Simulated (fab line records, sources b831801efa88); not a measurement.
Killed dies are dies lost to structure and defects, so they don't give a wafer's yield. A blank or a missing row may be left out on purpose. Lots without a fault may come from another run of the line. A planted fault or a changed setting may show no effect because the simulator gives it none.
Which tool did it? | flow gf180mcu | 24 lots, 72 wafers sampled, at 6 steps of a route of 602

WHAT THE GAUGES READ, wafer by wafer
GF_V3_OVL_MEAS_15. Usual: V3_OVL -2 nm, standard deviation 5.9.
lot  | measured     | on         | V3_OVL (nm) | flag
L074 | day 22 12:22 | overlay-02 | -5 3 -12    |
L075 | day 22 17:49 | overlay-02 | 1 -7 5      |
L076 | day 23 02:19 | overlay-02 | -1 7 1      |
L077 | day 23 14:19 | overlay-01 | -12 -3 -7   |
L078 | day 23 21:04 | overlay-02 | -9 -7 -14   |
L079 | day 24 06:29 | overlay-02 | -10 3 -4    |
L080 | day 24 11:48 | overlay-01 | 8 -7 4      |
L081 | day 24 21:28 | overlay-02 | -1 -9 1     |
L082 | day 25 06:35 | overlay-01 | 1 2 1       |
L083 | day 25 18:44 | overlay-01 | -1 -1 -1    |
L084 | day 25 22:32 | overlay-01 | 2 -1 2      |
L085 | day 26 10:15 | overlay-02 | 0 3 -2      |
L086 | day 26 14:10 | overlay-02 | -8 2 1      |
L087 | day 26 20:58 | overlay-01 | -8 -10 -4   |
L088 | day 27 02:10 | overlay-01 | 6 5 -6      |
L089 | day 27 10:10 | overlay-02 | 21 14 4     |
L090 | day 27 15:52 | overlay-01 | 3 -2 3      |
L091 | day 28 05:02 | overlay-01 | -2 0 -1     |
L092 | day 28 07:44 | overlay-01 | 5 3 5       |
L093 | day 28 17:55 | overlay-01 | 1 2 -2      |
L094 | day 28 23:12 | overlay-01 | -4 2 -2     |
L095 | day 29 04:10 | overlay-02 | -4 -13 -2   |
L096 | day 29 08:25 | overlay-01 | -2 -3 2     |
L097 | day 29 22:09 | overlay-02 | 4 -7 0      |

GF_V5_OVL_MEAS_15. Usual: V5_OVL 0 nm, standard deviation 5.4.
lot  | measured     | on         | V5_OVL (nm) | flag
L074 | day 27 07:12 | overlay-01 | 9 0 -9      |
L075 | day 27 11:07 | overlay-01 | -4 -4 -2    |
L076 | day 27 19:35 | overlay-01 | 0 2 4       |
L077 | day 28 06:24 | overlay-02 | -14 -8 -6   |
L078 | day 28 13:53 | overlay-02 | 4 7 1       |
L079 | day 28 18:37 | overlay-02 | 9 13 0      |
L080 | day 29 01:04 | overlay-02 | 4 0 6       |
L081 | day 29 08:46 | overlay-02 | 4 6 9       |
L082 | day 29 16:28 | overlay-02 | -2 -2 -2    |
L083 | day 30 05:13 | overlay-01 | 0 -6 -6     |
L084 | day 30 08:09 | overlay-01 | -6 -2 -6    |
L085 | day 30 19:09 | overlay-02 | 8 -3 4      |
L086 | day 30 20:26 | overlay-01 | -2 -3 3     |
L087 | day 31 04:13 | overlay-02 | -2 1 1      |
L088 | day 31 08:07 | overlay-02 | 0 0 -1      |
L089 | day 31 15:16 | overlay-01 | -2 -7 5     |
L090 | day 31 21:04 | overlay-01 | -4 6 0      |
L091 | day 32 07:22 | overlay-02 | -5 0 -7     |
L092 | day 32 09:22 | overlay-02 | -3 -4 -7    |
L093 | day 32 17:04 | overlay-01 | -4 2 0      |
L094 | day 32 23:46 | overlay-02 | -5 3 7      |
L095 | day 33 02:42 | overlay-02 | 7 -8 10     |
L096 | day 33 05:40 | overlay-01 | 4 -7 5      |
L097 | day 33 17:34 | overlay-01 | 4 -5 2      |

WHICH TOOL RAN EACH LOT (tool, then ch and the chambers of the sampled wafers, then the start)
lot  | GF_PSD_STRIP_10                      | GF_V2_CVD_02                    | GF_M3_SPUTTER_03             | GF_V4_SPUTTER_21
L074 | plasma_asher-03 ch 0,1, day 14 08:38 | pecvd-01 ch 0,1,2, day 19 09:53 | pvd_sputter-02, day 20 11:46 | pvd_sputter-02, day 24 13:21
L075 | plasma_asher-01 ch 0,1, day 14 13:15 | pecvd-04 ch 0,1,2, day 19 14:44 | pvd_sputter-04, day 20 16:55 | pvd_sputter-02, day 24 17:45
L076 | plasma_asher-01 ch 0,1, day 14 20:06 | pecvd-03 ch 0,2, day 19 23:19   | pvd_sputter-02, day 21 01:25 | pvd_sputter-02, day 25 02:44
L077 | plasma_asher-03 ch 0,1, day 15 08:56 | pecvd-04 ch 0,1,2, day 20 12:26 | pvd_sputter-02, day 21 14:35 | pvd_sputter-03, day 25 13:50
L078 | plasma_asher-03 ch 0,1, day 15 14:24 | pecvd-04 ch 0,1, day 20 19:40   | pvd_sputter-03, day 21 21:38 | pvd_sputter-03, day 25 21:07
L079 | plasma_asher-04 ch 0, day 15 23:11   | pecvd-01 ch 0,1,2, day 21 05:20 | pvd_sputter-03, day 22 07:10 | pvd_sputter-02, day 26 04:27
L080 | plasma_asher-01 ch 0,1, day 16 05:14 | pecvd-04 ch 1,2, day 21 11:35   | pvd_sputter-02, day 22 13:16 | pvd_sputter-03, day 26 10:17
L081 | plasma_asher-03 ch 0,1, day 16 14:10 | pecvd-01 ch 1,2, day 21 21:38   | pvd_sputter-04, day 22 23:20 | pvd_sputter-02, day 26 19:07
L082 | plasma_asher-04 ch 0,1, day 17 00:44 | pecvd-03 ch 1,2, day 22 07:30   | pvd_sputter-04, day 23 08:25 | pvd_sputter-02, day 27 03:42
L083 | plasma_asher-01 ch 0,1, day 17 13:56 | pecvd-04 ch 0,1,2, day 22 21:11 | pvd_sputter-03, day 23 22:01 | pvd_sputter-03, day 27 16:02
L084 | plasma_asher-04 ch 0,1, day 17 19:02 | pecvd-01 ch 0,1, day 23 01:19   | pvd_sputter-02, day 24 02:01 | pvd_sputter-03, day 27 19:34
L085 | plasma_asher-01 ch 0,1, day 18 06:16 | pecvd-01 ch 1,2, day 23 14:10   | pvd_sputter-04, day 24 13:52 | pvd_sputter-01, day 28 06:25
L086 | plasma_asher-04 ch 0,1, day 18 10:52 | pecvd-01 ch 0,1,2, day 23 17:26 | pvd_sputter-03, day 24 17:40 | pvd_sputter-02, day 28 09:54
L087 | plasma_asher-01 ch 0,1, day 18 20:35 | pecvd-03 ch 1,2, day 24 01:48   | pvd_sputter-04, day 25 01:40 | pvd_sputter-02, day 28 17:04
L088 | plasma_asher-03 ch 0,1, day 19 02:05 | pecvd-01 ch 0,1,2, day 24 08:04 | pvd_sputter-04, day 25 07:46 | pvd_sputter-01, day 28 21:39
L089 | plasma_asher-01 ch 0,1, day 19 10:04 | pecvd-03 ch 0,2, day 24 14:35   | pvd_sputter-02, day 25 14:25 | pvd_sputter-01, day 29 05:19
L090 | plasma_asher-03 ch 0,1, day 19 18:32 | pecvd-04 ch 0,1,2, day 24 21:35 | pvd_sputter-02, day 25 21:37 | pvd_sputter-01, day 29 11:38
L091 | plasma_asher-03 ch 0,1, day 20 09:28 | pecvd-03 ch 0,2, day 25 12:25   | pvd_sputter-02, day 26 11:33 | pvd_sputter-02, day 30 00:23
L092 | plasma_asher-04 ch 1, day 20 12:37   | pecvd-01 ch 0,1,2, day 25 14:37 | pvd_sputter-04, day 26 14:02 | pvd_sputter-01, day 30 02:42
L093 | plasma_asher-03 ch 0,1, day 21 01:05 | pecvd-01 ch 0,1, day 26 01:07   | pvd_sputter-03, day 26 23:56 | pvd_sputter-02, day 30 11:05
L094 | plasma_asher-03 ch 0,1, day 21 06:20 | pecvd-03 ch 0,2, day 26 07:02   | pvd_sputter-02, day 27 05:46 | pvd_sputter-01, day 30 17:25
L095 | plasma_asher-04 ch 0,1, day 21 15:02 | pecvd-01 ch 0,1,2, day 26 13:39 | pvd_sputter-02, day 27 11:59 | pvd_sputter-02, day 30 21:17
L096 | plasma_asher-04 ch 0,1, day 21 20:46 | pecvd-01 ch 0,1,2, day 26 16:06 | pvd_sputter-03, day 27 14:52 | pvd_sputter-01, day 31 00:02
L097 | plasma_asher-01 ch 0,1, day 22 09:41 | pecvd-03 ch 0,1,2, day 27 07:17 | pvd_sputter-02, day 28 06:10 | pvd_sputter-02, day 31 13:52
- GF_PSD_STRIP_10: strips in O2/N2.
- GF_V2_CVD_02: deposits SiO2 from TEOS, target thk 850 nm, time 94.851 s.
- GF_M3_SPUTTER_03: material Ti, target thk 10 nm, time 6.7 s.
- GF_V4_SPUTTER_21: material Ti, target thk 15 nm, time 80.02 s.

WHAT THE TOOLS THEMSELVES READ (means of the sampled wafers that have a number; where no wafer has one, the mark that the record gives instead)
GF_PSD_STRIP_10. Usual: drypump_motor_current_A 5.8 A, standard deviation 0.7; heater_power_w 335 W, standard deviation 47; oes_product_au 0.593 a.u., standard deviation 0.0045; strip_time_to_endpoint_s 16.53 s, standard deviation 0.04.
lot  | tool            | drypump_motor_current_A (A) | heater_power_w (W) | oes_product_au (a.u.) | strip_time_to_endpoint_s (s) | flag
L074 | plasma_asher-03 | 5.0                         | 308                | 0.591                 | 16.56                        |
L075 | plasma_asher-01 | 6.4                         | 345                | 0.590                 | 16.44                        |
L076 | plasma_asher-01 | 6.4                         | 344                | 0.594                 | 16.51                        |
L077 | plasma_asher-03 | 4.8                         | 333                | 0.592                 | 16.52                        |
L078 | plasma_asher-03 | 4.8                         | 336                | 0.594                 | 16.55                        |
L079 | plasma_asher-04 | 6.1                         | 345                | 0.591                 | 16.53                        |
L080 | plasma_asher-01 | 6.3                         | 346                | 0.595                 | 16.56                        |
L081 | plasma_asher-03 | 4.8                         | 335                | 0.594                 | 16.48                        |
L082 | plasma_asher-04 | 6.1                         | 378                | 0.592                 | 16.52                        |
L083 | plasma_asher-01 | 6.5                         | 305                | 0.594                 | 16.51                        |
L084 | plasma_asher-04 | 6.1                         | 359                | 0.594                 | 16.52                        |
L085 | plasma_asher-01 | 6.3                         | 338                | 0.597                 | 16.51                        |
L086 | plasma_asher-04 | 6.1                         | 366                | 0.595                 | 16.46                        |
L087 | plasma_asher-01 | 6.3                         | 347                | 0.593                 | 16.55                        |
L088 | plasma_asher-03 | 5.0                         | 312                | 0.593                 | 16.49                        |
L089 | plasma_asher-01 | 6.5                         | 306                | 0.596                 | 16.54                        |
L090 | plasma_asher-03 | 5.0                         | 310                | 0.595                 | 16.60                        |
L091 | plasma_asher-03 | 4.8                         | 336                | 0.592                 | 16.59                        |
L092 | plasma_asher-04 | 6.1                         | 376                | 0.591                 | 16.55                        |
L093 | plasma_asher-03 | 4.8                         | 338                | 0.588                 | 16.55                        |
L094 | plasma_asher-03 | 4.8                         | 337                | 0.590                 | 16.53                        |
L095 | plasma_asher-04 | 6.1                         | 349                | 0.590                 | 16.55                        |
L096 | plasma_asher-04 | 6.1                         | 358                | 0.591                 | 16.52                        |
L097 | plasma_asher-01 | 6.5                         | 302                | 0.592                 | 16.57                        |

GF_V2_CVD_02. Usual: heater_power_w 657 W, standard deviation 92.
lot  | tool     | heater_power_w (W) | flag
L074 | pecvd-01 | 576                |
L075 | pecvd-04 | 658                |
L076 | pecvd-03 | 721                |
L077 | pecvd-04 | 651                |
L078 | pecvd-04 | 629                |
L079 | pecvd-01 | 635                |
L080 | pecvd-04 | 670                |
L081 | pecvd-01 | 648                |
L082 | pecvd-03 | 685                |
L083 | pecvd-04 | 604                |
L084 | pecvd-01 | 652                |
L085 | pecvd-01 | 707                |
L086 | pecvd-01 | 609                |
L087 | pecvd-03 | 673                |
L088 | pecvd-01 | 643                |
L089 | pecvd-03 | 764                |
L090 | pecvd-04 | 604                |
L091 | pecvd-03 | 672                |
L092 | pecvd-01 | 665                |
L093 | pecvd-01 | 649                |
L094 | pecvd-03 | 703                |
L095 | pecvd-01 | 664                |
L096 | pecvd-01 | 640                |
L097 | pecvd-03 | 651                |

GF_M3_SPUTTER_03. Usual: throttle_valve_pct 29.9 %, standard deviation 1.
lot  | tool           | throttle_valve_pct (%) | flag
L074 | pvd_sputter-02 | 30.1                   |
L075 | pvd_sputter-04 | 28.8                   |
L076 | pvd_sputter-02 | 29.5                   |
L077 | pvd_sputter-02 | 30.3                   |
L078 | pvd_sputter-03 | 29.8                   |
L079 | pvd_sputter-03 | 29.4                   |
L080 | pvd_sputter-02 | 30.4                   |
L081 | pvd_sputter-04 | 29.6                   |
L082 | pvd_sputter-04 | 29.7                   |
L083 | pvd_sputter-03 | 29.9                   |
L084 | pvd_sputter-02 | 29.8                   |
L085 | pvd_sputter-04 | 29.0                   |
L086 | pvd_sputter-03 | 29.9                   |
L087 | pvd_sputter-04 | 29.5                   |
L088 | pvd_sputter-04 | 29.9                   |
L089 | pvd_sputter-02 | 29.6                   |
L090 | pvd_sputter-02 | 30.3                   |
L091 | pvd_sputter-02 | 30.0                   |
L092 | pvd_sputter-04 | 29.5                   |
L093 | pvd_sputter-03 | 30.0                   |
L094 | pvd_sputter-02 | 29.6                   |
L095 | pvd_sputter-02 | 29.6                   |
L096 | pvd_sputter-03 | 30.7                   |
L097 | pvd_sputter-02 | 29.8                   |

GF_V4_SPUTTER_21. Usual: throttle_valve_pct 29.7 %, standard deviation 1.
lot  | tool           | throttle_valve_pct (%) | flag
L074 | pvd_sputter-02 | 30.2                   |
L075 | pvd_sputter-02 | 30.6                   |
L076 | pvd_sputter-02 | 30.1                   |
L077 | pvd_sputter-03 | 30.0                   |
L078 | pvd_sputter-03 | 30.9                   |
L079 | pvd_sputter-02 | 30.0                   |
L080 | pvd_sputter-03 | 30.1                   |
L081 | pvd_sputter-02 | 29.7                   |
L082 | pvd_sputter-02 | 29.9                   |
L083 | pvd_sputter-03 | 28.8                   |
L084 | pvd_sputter-03 | 29.4                   |
L085 | pvd_sputter-01 | 29.1                   |
L086 | pvd_sputter-02 | 30.3                   |
L087 | pvd_sputter-02 | 30.2                   |
L088 | pvd_sputter-01 | 28.8                   |
L089 | pvd_sputter-01 | 28.8                   |
L090 | pvd_sputter-01 | 29.4                   |
L091 | pvd_sputter-02 | 30.1                   |
L092 | pvd_sputter-01 | 30.1                   |
L093 | pvd_sputter-02 | 30.3                   |
L094 | pvd_sputter-01 | 29.4                   |
L095 | pvd_sputter-02 | 29.6                   |
L096 | pvd_sputter-01 | 29.3                   |
L097 | pvd_sputter-02 | 30.1                   |

THE ANSWER, worked out from the rows above alone
Rule: a lot is off if the mean of its wafers that have a number lies more than 3 standard deviations from the usual mean. A lot without any number at a reading at which 4 lots or more have one is off too. The other lots that the step has rows for count as sound. The gauges are gone through in route order, then the tools' own readings, and for those a lot's mean is taken as printed above. The first step at which some lot is off is used, and at that step the reading that is off furthest; a lot without a number counts as furthest.
No lot is off at any reading shown: from this, nothing can be told.

WHAT THE SIMULATOR HAD PUT IN
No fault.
